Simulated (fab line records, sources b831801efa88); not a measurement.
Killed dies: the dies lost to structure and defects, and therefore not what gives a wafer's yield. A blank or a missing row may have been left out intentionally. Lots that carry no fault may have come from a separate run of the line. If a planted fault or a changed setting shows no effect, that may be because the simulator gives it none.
fab line records || flow sky130
[record] {"lots": 5, "wafers": 15, "lastDay": 49}
route steps=708 shown DNWELL@39 PWDE@45
lots untouched by any fault: they come from a run of this same line in which no faults occurred
startH: start of the lot's first displayed wafer, in hours after the record's first day || waitH: how many hours have passed since the lot's step before this one || " identical to the entry in the row above || L1.1+2: a row that stands for several wafers || - no value present, or no start provided || * or withheld: withheld || < > ~ a bound
route shown NAME@n: names a module that has steps shown in the file, with the first one's number in the route || usual: mean/standard deviation of fault-free wafers || same: alike in all rows || chamber/n: place in a boat || sites: readings site by site || _std_site: the standard deviation of these || _edge_site: outer sites' mean less inner sites' || radiusMm: how far each site lies from the wafer's centre || mask NAME#n: copy n || behind: tool/chamber where the wafer was last shaped || hold: cause of the lot's hold/its duration in hours/its outcome || device: names the non-switching transistor (n, p or np) || end of line: tests run on the same wafers once the route is complete || a step without rows: its recipe alone || killed: dies that structure and defects cost at the first sort, which is not the same as the wafer's yield || map: the dies of a wafer, with x for killed, . for not killed, _ for no die there
set.NAME: the setting that was run; set.NAME@STEP: the one run at that earlier step || model.NAME: the simulator's own value behind a step, which no gauge read
a table for each step, a row for each wafer; lots at some steps of the route
services: when a tool's chamber went out of use (startH, in hours from the record's first day, below 0 if earlier), for how many hours, and the reason
[[steps]]
[step SKY_DNWELL_EXPOSE_04]
[recipe] {"maskId": "DNM", "na": 0.57, "targetCdNm": 3000, "doseMj": 222}
[usual] {"exposureDoseMJCm2": "221.96/0.21"}
{"lot.wafer": "L077.3", "tool": "ilineStepper-02", "chamber": 0, "startH": "-", "waitH": "-", "mask": "DNM#0", "exposureDoseMJCm2": 222.32}
{"lot.wafer": "L077.4", "tool": "ilineStepper-02", "chamber": 0, "startH": "-", "waitH": "-", "mask": "DNM#0", "exposureDoseMJCm2": 222.38}
{"lot.wafer": "L077.5", "tool": "ilineStepper-02", "chamber": 0, "startH": "-", "waitH": "-", "mask": "DNM#0", "exposureDoseMJCm2": 222.03}
{"lot.wafer": "L079.1", "tool": "ilineStepper-02", "chamber": 0, "startH": "-", "waitH": "-", "mask": "DNM#0", "exposureDoseMJCm2": 222.14}
{"lot.wafer": "L079.2", "tool": "ilineStepper-02", "chamber": 0, "startH": "-", "waitH": "-", "mask": "DNM#0", "exposureDoseMJCm2": 221.78}
{"lot.wafer": "L079.3", "tool": "ilineStepper-02", "chamber": 0, "startH": "-", "waitH": "-", "mask": "DNM#0", "exposureDoseMJCm2": 222.05}
{"lot.wafer": "L081.1", "tool": "ilineStepper-01", "chamber": 0, "startH": "-", "waitH": "-", "mask": "DNM#0", "exposureDoseMJCm2": 221.94}
{"lot.wafer": "L081.2", "tool": "ilineStepper-01", "chamber": 0, "startH": "-", "waitH": "-", "mask": "DNM#0", "exposureDoseMJCm2": 221.88}
{"lot.wafer": "L081.5", "tool": "ilineStepper-01", "chamber": 0, "startH": "-", "waitH": "-", "mask": "DNM#0", "exposureDoseMJCm2": 222.12}
{"lot.wafer": "L084.1", "tool": "ilineStepper-02", "chamber": 0, "startH": "-", "waitH": "-", "mask": "DNM#0", "exposureDoseMJCm2": 222.44}
{"lot.wafer": "L084.4", "tool": "ilineStepper-02", "chamber": 0, "startH": "-", "waitH": "-", "mask": "DNM#0", "exposureDoseMJCm2": 222.13}
{"lot.wafer": "L084.5", "tool": "ilineStepper-02", "chamber": 0, "startH": "-", "waitH": "-", "mask": "DNM#0", "exposureDoseMJCm2": 221.90}
{"lot.wafer": "L087.3", "tool": "ilineStepper-01", "chamber": 0, "startH": "-", "waitH": "-", "mask": "DNM#0", "exposureDoseMJCm2": 222.10}
{"lot.wafer": "L087.4", "tool": "ilineStepper-01", "chamber": 0, "startH": "-", "waitH": "-", "mask": "DNM#0", "exposureDoseMJCm2": 221.61}
{"lot.wafer": "L087.6", "tool": "ilineStepper-01", "chamber": 0, "startH": "-", "waitH": "-", "mask": "DNM#0", "exposureDoseMJCm2": 221.94}
[step SKY_DNWELL_PEB_05]
[recipe] {"tempC": 115, "timeS": "withheld"}
{"lot.wafer": "L077.3+4+5", "tool": "lithoTrack-02", "chamber": 0, "startH": "-", "waitH": "-"}
{"lot.wafer": "L079.1+2+3", "tool": "lithoTrack-04", "chamber": 0, "startH": "-", "waitH": "-"}
{"lot.wafer": "L081.1+2+5", "tool": "lithoTrack-04", "chamber": 0, "startH": "-", "waitH": "-"}
{"lot.wafer": "L084.1+4+5", "tool": "lithoTrack-04", "chamber": 0, "startH": "-", "waitH": "-"}
{"lot.wafer": "L087.3+4+6", "tool": "lithoTrack-04", "chamber": 0, "startH": "-", "waitH": "-"}
[step SKY_DNWELL_DEVELOP_06]
[recipe] {"wallAngleDeg": 90, "developer": "TMAH", "developTimeS": 60, "devTempC": 23}
[same] {"developTimeS": 60}
{"lot.wafer": "L077.3+4+5", "tool": "lithoTrack-02", "chamber": 0, "startH": "-", "waitH": "-"}
{"lot.wafer": "L079.1+2+3", "tool": "lithoTrack-04", "chamber": 0, "startH": "-", "waitH": "-"}
{"lot.wafer": "L081.1+2+5", "tool": "lithoTrack-04", "chamber": 0, "startH": "-", "waitH": "-"}
{"lot.wafer": "L084.1+4+5", "tool": "lithoTrack-04", "chamber": 0, "startH": "-", "waitH": "-"}
{"lot.wafer": "L087.3+4+6", "tool": "lithoTrack-04", "chamber": 0, "startH": "-", "waitH": "-"}
[step SKY_DNWELL_IMPLANT_07]
[recipe] {"species": "P", "energyKev": "withheld", "doseCm2": "withheld", "tiltDeg": "withheld"}
[usual] {"endStationPressureTorr": "5.02e-06/2.7e-07"}
{"lot.wafer": "L077.3", "tool": "implanter-01", "chamber": 0, "startH": 72.47, "waitH": "-", "endStationPressureTorr": 4.97e-06}
{"lot.wafer": "L077.4", "tool": "implanter-01", "chamber": 0, "startH": 72.47, "waitH": "-", "endStationPressureTorr": 4.97e-06}
{"lot.wafer": "L077.5", "tool": "implanter-01", "chamber": 0, "startH": 72.47, "waitH": "-", "endStationPressureTorr": 5.04e-06}
{"lot.wafer": "L079.1", "tool": "implanter-02", "chamber": 0, "startH": 82.90, "waitH": "-", "endStationPressureTorr": 5.33e-06}
{"lot.wafer": "L079.2", "tool": "implanter-02", "chamber": 0, "startH": 82.90, "waitH": "-", "endStationPressureTorr": 4.96e-06}
{"lot.wafer": "L079.3", "tool": "implanter-02", "chamber": 0, "startH": 82.90, "waitH": "-", "endStationPressureTorr": 5.29e-06}
{"lot.wafer": "L081.1", "tool": "implanter-02", "chamber": 0, "startH": 93.00, "waitH": "-", "endStationPressureTorr": 5.58e-06}
{"lot.wafer": "L081.2", "tool": "implanter-02", "chamber": 0, "startH": 93.00, "waitH": "-", "endStationPressureTorr": 4.98e-06}
{"lot.wafer": "L081.5", "tool": "implanter-02", "chamber": 0, "startH": 93.00, "waitH": "-", "endStationPressureTorr": 5.02e-06}
{"lot.wafer": "L084.1", "tool": "implanter-04", "chamber": 0, "startH": 108.15, "waitH": "-", "endStationPressureTorr": 4.99e-06}
{"lot.wafer": "L084.4", "tool": "implanter-04", "chamber": 0, "startH": 108.15, "waitH": "-", "endStationPressureTorr": 4.6e-06}
{"lot.wafer": "L084.5", "tool": "implanter-04", "chamber": 0, "startH": 108.15, "waitH": "-", "endStationPressureTorr": 5.36e-06}
{"lot.wafer": "L087.3", "tool": "implanter-04", "chamber": 0, "startH": 123.15, "waitH": "-", "endStationPressureTorr": 5.25e-06}
{"lot.wafer": "L087.4", "tool": "implanter-04", "chamber": 0, "startH": 123.15, "waitH": "-", "endStationPressureTorr": 4.98e-06}
{"lot.wafer": "L087.6", "tool": "implanter-04", "chamber": 0, "startH": 123.15, "waitH": "-", "endStationPressureTorr": 4.75e-06}
[step SKY_DNWELL_STRIP_08]
[recipe] {"chemistry": "O2/N2", "powerW": 1400, "pressureMtorr": 1500, "platenTempC": "withheld", "o2FlowSccm": 3000, "n2FlowSccm": 300, "overashFraction": 0.5}
[usual] {"drypumpMotorCurrentA": "5.5/0.32", "oesProductAu": "0.722/0.0042", "stripTimeToEndpointS": "36.95/0.11"}
{"lot.wafer": "L077.3", "tool": "plasmaAsher-02", "chamber": 0, "startH": 72.60, "waitH": 0.1, "drypumpMotorCurrentA": 5.6, "oesProductAu": 0.730, "rfHoursCounterH": "-", "stripTimeToEndpointS": 37.03}
{"lot.wafer": "L077.4", "tool": "plasmaAsher-02", "chamber": 1, "startH": 72.60, "waitH": 0.1, "drypumpMotorCurrentA": 6.1, "oesProductAu": 0.714, "rfHoursCounterH": "-", "stripTimeToEndpointS": 37.00}
{"lot.wafer": "L077.5", "tool": "plasmaAsher-02", "chamber": 1, "startH": 72.60, "waitH": 0.1, "drypumpMotorCurrentA": 6.1, "oesProductAu": 0.714, "rfHoursCounterH": "-", "stripTimeToEndpointS": 37.07}
{"lot.wafer": "L079.1", "tool": "plasmaAsher-02", "chamber": 1, "startH": 83.05, "waitH": 0.1, "drypumpMotorCurrentA": 6.1, "oesProductAu": 0.725, "rfHoursCounterH": 29, "stripTimeToEndpointS": 37.11}
{"lot.wafer": "L079.2", "tool": "plasmaAsher-02", "chamber": 0, "startH": 83.05, "waitH": 0.1, "drypumpMotorCurrentA": 5.6, "oesProductAu": 0.717, "rfHoursCounterH": 29, "stripTimeToEndpointS": 37.14}
{"lot.wafer": "L079.3", "tool": "plasmaAsher-02", "chamber": 0, "startH": 83.05, "waitH": 0.1, "drypumpMotorCurrentA": 5.6, "oesProductAu": 0.728, "rfHoursCounterH": "-", "stripTimeToEndpointS": 37.08}
{"lot.wafer": "L081.1", "tool": "plasmaAsher-01", "chamber": 0, "startH": 93.15, "waitH": 0.1, "drypumpMotorCurrentA": 5.2, "oesProductAu": 0.721, "rfHoursCounterH": 41, "stripTimeToEndpointS": 36.86}
{"lot.wafer": "L081.2", "tool": "plasmaAsher-01", "chamber": 1, "startH": 93.15, "waitH": 0.1, "drypumpMotorCurrentA": 5.8, "oesProductAu": 0.721, "rfHoursCounterH": 41, "stripTimeToEndpointS": 36.88}
{"lot.wafer": "L081.5", "tool": "plasmaAsher-01", "chamber": 1, "startH": 93.15, "waitH": 0.1, "drypumpMotorCurrentA": 5.8, "oesProductAu": 0.727, "rfHoursCounterH": "-", "stripTimeToEndpointS": 36.92}
{"lot.wafer": "L084.1", "tool": "plasmaAsher-03", "chamber": 0, "startH": 108.30, "waitH": 0.1, "drypumpMotorCurrentA": 5.3, "oesProductAu": 0.720, "rfHoursCounterH": 37, "stripTimeToEndpointS": 36.96}
{"lot.wafer": "L084.4", "tool": "plasmaAsher-03", "chamber": 1, "startH": 108.30, "waitH": 0.1, "drypumpMotorCurrentA": 5.2, "oesProductAu": 0.723, "rfHoursCounterH": "-", "stripTimeToEndpointS": 36.81}
{"lot.wafer": "L084.5", "tool": "plasmaAsher-03", "chamber": 1, "startH": 108.30, "waitH": 0.1, "drypumpMotorCurrentA": 5.2, "oesProductAu": 0.716, "rfHoursCounterH": "-", "stripTimeToEndpointS": 36.85}
{"lot.wafer": "L087.3", "tool": "plasmaAsher-03", "chamber": 0, "startH": 123.28, "waitH": 0.1, "drypumpMotorCurrentA": 5.3, "oesProductAu": 0.725, "rfHoursCounterH": "-", "stripTimeToEndpointS": 36.84}
{"lot.wafer": "L087.4", "tool": "plasmaAsher-03", "chamber": 1, "startH": 123.28, "waitH": 0.1, "drypumpMotorCurrentA": 5.2, "oesProductAu": 0.723, "rfHoursCounterH": "-", "stripTimeToEndpointS": 36.92}
{"lot.wafer": "L087.6", "tool": "plasmaAsher-03", "chamber": 0, "startH": 123.28, "waitH": 0.1, "drypumpMotorCurrentA": 5.3, "oesProductAu": 0.713, "rfHoursCounterH": "-", "stripTimeToEndpointS": 36.89}
[step SKY_DNWELL_TW_MEAS_09]
[usual] {"DNWELL_TW": "1110/9.3"}
{"lot.wafer": "L077.3", "tool": "filmMetro-03", "chamber": "-", "startH": 72.69, "waitH": 0.1, "DNWELL_TW": 1114}
{"lot.wafer": "L077.4", "tool": "filmMetro-03", "chamber": "-", "startH": 72.69, "waitH": 0.1, "DNWELL_TW": 1117}
{"lot.wafer": "L077.5", "tool": "filmMetro-03", "chamber": "-", "startH": 72.69, "waitH": 0.1, "DNWELL_TW": 1119}
{"lot.wafer": "L079.1", "tool": "filmMetro-03", "chamber": "-", "startH": 83.15, "waitH": 0.1, "DNWELL_TW": 1113}
{"lot.wafer": "L079.2", "tool": "filmMetro-03", "chamber": "-", "startH": 83.15, "waitH": 0.1, "DNWELL_TW": 1112}
{"lot.wafer": "L079.3", "tool": "filmMetro-03", "chamber": "-", "startH": 83.15, "waitH": 0.1, "DNWELL_TW": 1109}
{"lot.wafer": "L081.1", "tool": "filmMetro-02", "chamber": "-", "startH": 93.25, "waitH": 0.1, "DNWELL_TW": 1111}
{"lot.wafer": "L081.2", "tool": "filmMetro-02", "chamber": "-", "startH": 93.25, "waitH": 0.1, "DNWELL_TW": 1117}
{"lot.wafer": "L081.5", "tool": "filmMetro-02", "chamber": "-", "startH": 93.25, "waitH": 0.1, "DNWELL_TW": 1114}
{"lot.wafer": "L084.1", "tool": "filmMetro-03", "chamber": "-", "startH": 108.40, "waitH": 0.1, "DNWELL_TW": 1116}
{"lot.wafer": "L084.4", "tool": "filmMetro-03", "chamber": "-", "startH": 108.40, "waitH": 0.1, "DNWELL_TW": 1119}
{"lot.wafer": "L084.5", "tool": "filmMetro-03", "chamber": "-", "startH": 108.40, "waitH": 0.1, "DNWELL_TW": 1121}
{"lot.wafer": "L087.3", "tool": "filmMetro-03", "chamber": "-", "startH": 123.37, "waitH": 0.1, "DNWELL_TW": 1101}
{"lot.wafer": "L087.4", "tool": "filmMetro-03", "chamber": "-", "startH": 123.37, "waitH": 0.1, "DNWELL_TW": 1103}
{"lot.wafer": "L087.6", "tool": "filmMetro-03", "chamber": "-", "startH": 123.37, "waitH": 0.1, "DNWELL_TW": 1106}
[step SKY_PWDE_DEHYDRATE_00]
[recipe] {"tempC": 200, "timeS": 60}
{"lot.wafer": "L077.3+4+5", "tool": "lithoTrack-03", "chamber": 0, "startH": 80.82, "waitH": 8.1}
{"lot.wafer": "L079.1+2+3", "tool": "lithoTrack-02", "chamber": 0, "startH": 91.52, "waitH": 8.4}
{"lot.wafer": "L081.1+2+5", "tool": "lithoTrack-02", "chamber": 0, "startH": 101.67, "waitH": 8.4}
{"lot.wafer": "L084.1+4+5", "tool": "lithoTrack-02", "chamber": 0, "startH": 117.62, "waitH": 9.2}
{"lot.wafer": "L087.3+4+6", "tool": "lithoTrack-01", "chamber": 0, "startH": 132.65, "waitH": 9.3}
[step SKY_PWDE_HMDS_01]
[recipe] {"primeTimeS": 60, "primeTempC": 120}
[same] {"primeTimeS": 60}
{"lot.wafer": "L077.3+4+5", "tool": "lithoTrack-03", "chamber": 0, "startH": 80.97, "waitH": 0.1}
{"lot.wafer": "L079.1+2+3", "tool": "lithoTrack-02", "chamber": 0, "startH": 91.67, "waitH": 0.1}
{"lot.wafer": "L081.1+2+5", "tool": "lithoTrack-02", "chamber": 0, "startH": 101.82, "waitH": 0.1}
{"lot.wafer": "L084.1+4+5", "tool": "lithoTrack-02", "chamber": 0, "startH": 117.77, "waitH": 0.1}
{"lot.wafer": "L087.3+4+6", "tool": "lithoTrack-01", "chamber": 0, "startH": 132.80, "waitH": 0.1}
[step SKY_PWDE_COAT_02]
[recipe] {"spinRpm": 2000, "resistThkNm": 3000}
{"lot.wafer": "L077.3+4+5", "tool": "lithoTrack-03", "chamber": 0, "startH": 81.12, "waitH": 0.1}
{"lot.wafer": "L079.1+2+3", "tool": "lithoTrack-02", "chamber": 0, "startH": 91.82, "waitH": 0.1}
{"lot.wafer": "L081.1+2+5", "tool": "lithoTrack-02", "chamber": 0, "startH": 101.97, "waitH": 0.1}
{"lot.wafer": "L084.1+4+5", "tool": "lithoTrack-02", "chamber": 0, "startH": 117.92, "waitH": 0.1}
{"lot.wafer": "L087.3+4+6", "tool": "lithoTrack-01", "chamber": 0, "startH": 132.95, "waitH": 0.1}
[step SKY_PWDE_SOFTBAKE_03]
[recipe] {"tempC": 110, "timeS": "withheld"}
{"lot.wafer": "L077.3+4+5", "tool": "lithoTrack-03", "chamber": 0, "startH": 81.28, "waitH": 0.1}
{"lot.wafer": "L079.1+2+3", "tool": "lithoTrack-02", "chamber": 0, "startH": 91.97, "waitH": 0.1}
{"lot.wafer": "L081.1+2+5", "tool": "lithoTrack-02", "chamber": 0, "startH": 102.12, "waitH": 0.1}
{"lot.wafer": "L084.1+4+5", "tool": "lithoTrack-02", "chamber": 0, "startH": 118.07, "waitH": 0.1}
{"lot.wafer": "L087.3+4+6", "tool": "lithoTrack-01", "chamber": 0, "startH": 133.12, "waitH": 0.1}
[step SKY_PWDE_EXPOSE_04]
[recipe] {"maskId": "PWDEM", "na": 0.6, "sourceShape": "conventional", "sigmaOuter": 0.6, "polarization": "unpolarized", "targetCdNm": 840, "doseMj": 214}
[usual] {"exposureDoseMJCm2": "213.98/0.23"}
[same] {"sigmaOuter": 0.6}
{"lot.wafer": "L077.3", "tool": "ilineStepper-01", "chamber": 0, "startH": "-", "waitH": "-", "mask": "PWDEM#0", "exposureDoseMJCm2": 214.01}
{"lot.wafer": "L077.4", "tool": "ilineStepper-01", "chamber": 0, "startH": "-", "waitH": "-", "mask": "PWDEM#0", "exposureDoseMJCm2": 213.95}
{"lot.wafer": "L077.5", "tool": "ilineStepper-01", "chamber": 0, "startH": "-", "waitH": "-", "mask": "PWDEM#0", "exposureDoseMJCm2": 214.00}
{"lot.wafer": "L079.1", "tool": "ilineStepper-02", "chamber": 0, "startH": "-", "waitH": "-", "mask": "PWDEM#0", "exposureDoseMJCm2": 213.93}
{"lot.wafer": "L079.2", "tool": "ilineStepper-02", "chamber": 0, "startH": "-", "waitH": "-", "mask": "PWDEM#0", "exposureDoseMJCm2": 214.02}
{"lot.wafer": "L079.3", "tool": "ilineStepper-02", "chamber": 0, "startH": "-", "waitH": "-", "mask": "PWDEM#0", "exposureDoseMJCm2": 213.95}
{"lot.wafer": "L081.1", "tool": "ilineStepper-02", "chamber": 0, "startH": "-", "waitH": "-", "mask": "PWDEM#0", "exposureDoseMJCm2": 213.86}
{"lot.wafer": "L081.2", "tool": "ilineStepper-02", "chamber": 0, "startH": "-", "waitH": "-", "mask": "PWDEM#0", "exposureDoseMJCm2": 214.04}
{"lot.wafer": "L081.5", "tool": "ilineStepper-02", "chamber": 0, "startH": "-", "waitH": "-", "mask": "PWDEM#0", "exposureDoseMJCm2": 214.19}
{"lot.wafer": "L084.1", "tool": "ilineStepper-02", "chamber": 0, "startH": "-", "waitH": "-", "mask": "PWDEM#0", "exposureDoseMJCm2": 214.54}
{"lot.wafer": "L084.4", "tool": "ilineStepper-02", "chamber": 0, "startH": "-", "waitH": "-", "mask": "PWDEM#0", "exposureDoseMJCm2": 213.90}
{"lot.wafer": "L084.5", "tool": "ilineStepper-02", "chamber": 0, "startH": "-", "waitH": "-", "mask": "PWDEM#0", "exposureDoseMJCm2": 213.93}
{"lot.wafer": "L087.3", "tool": "ilineStepper-01", "chamber": 0, "startH": "-", "waitH": "-", "mask": "PWDEM#0", "exposureDoseMJCm2": 213.57}
{"lot.wafer": "L087.4", "tool": "ilineStepper-01", "chamber": 0, "startH": "-", "waitH": "-", "mask": "PWDEM#0", "exposureDoseMJCm2": 213.75}
{"lot.wafer": "L087.6", "tool": "ilineStepper-01", "chamber": 0, "startH": "-", "waitH": "-", "mask": "PWDEM#0", "exposureDoseMJCm2": 213.77}
[step SKY_PWDE_PEB_05]
[recipe] {"tempC": 115, "timeS": "withheld"}
{"lot.wafer": "L077.3+4+5", "tool": "lithoTrack-03", "chamber": 0, "startH": "-", "waitH": "-"}
{"lot.wafer": "L079.1+2+3", "tool": "lithoTrack-01", "chamber": 0, "startH": "-", "waitH": "-"}
{"lot.wafer": "L081.1+2+5", "tool": "lithoTrack-02", "chamber": 0, "startH": "-", "waitH": "-"}
{"lot.wafer": "L084.1+4+5", "tool": "lithoTrack-02", "chamber": 0, "startH": "-", "waitH": "-"}
{"lot.wafer": "L087.3+4+6", "tool": "lithoTrack-01", "chamber": 0, "startH": "-", "waitH": "-"}
[[services]]
{"tool": "plasmaAsher-03", "chamber": "-", "startH": 43.39, "hours": 1.1, "kind": "repair"}
{"tool": "implanter-02", "chamber": "-", "startH": 83.71, "hours": 6.4, "kind": "pm"}
{"tool": "plasmaAsher-03", "chamber": "-", "startH": 108.75, "hours": 9.0, "kind": "pm"}
{"tool": "plasmaAsher-03", "chamber": 0, "startH": 108.75, "hours": 9.0, "kind": "ventCycle"}
{"tool": "plasmaAsher-03", "chamber": 1, "startH": 108.75, "hours": 9.0, "kind": "ventCycle"}
{"tool": "implanter-02", "chamber": "-", "startH": 117.48, "hours": 1.3, "kind": "repair"}
{"tool": "plasmaAsher-03", "chamber": 0, "startH": 117.75, "hours": "-", "kind": "clean"}
{"tool": "plasmaAsher-03", "chamber": 1, "startH": 117.75, "hours": "-", "kind": "clean"}
{"tool": "ilineStepper-02", "chamber": "-", "startH": 119.55, "hours": 5.2, "kind": "repair"}
{"tool": "plasmaAsher-02", "chamber": "-", "startH": 123.05, "hours": 1.7, "kind": "repair"}
{"tool": "implanter-02", "chamber": "-", "startH": 124.59, "hours": 1.6, "kind": "repair"}
{"tool": "plasmaAsher-02", "chamber": "-", "startH": 125.45, "hours": 3.9, "kind": "repair"}
[[key]]
fault none
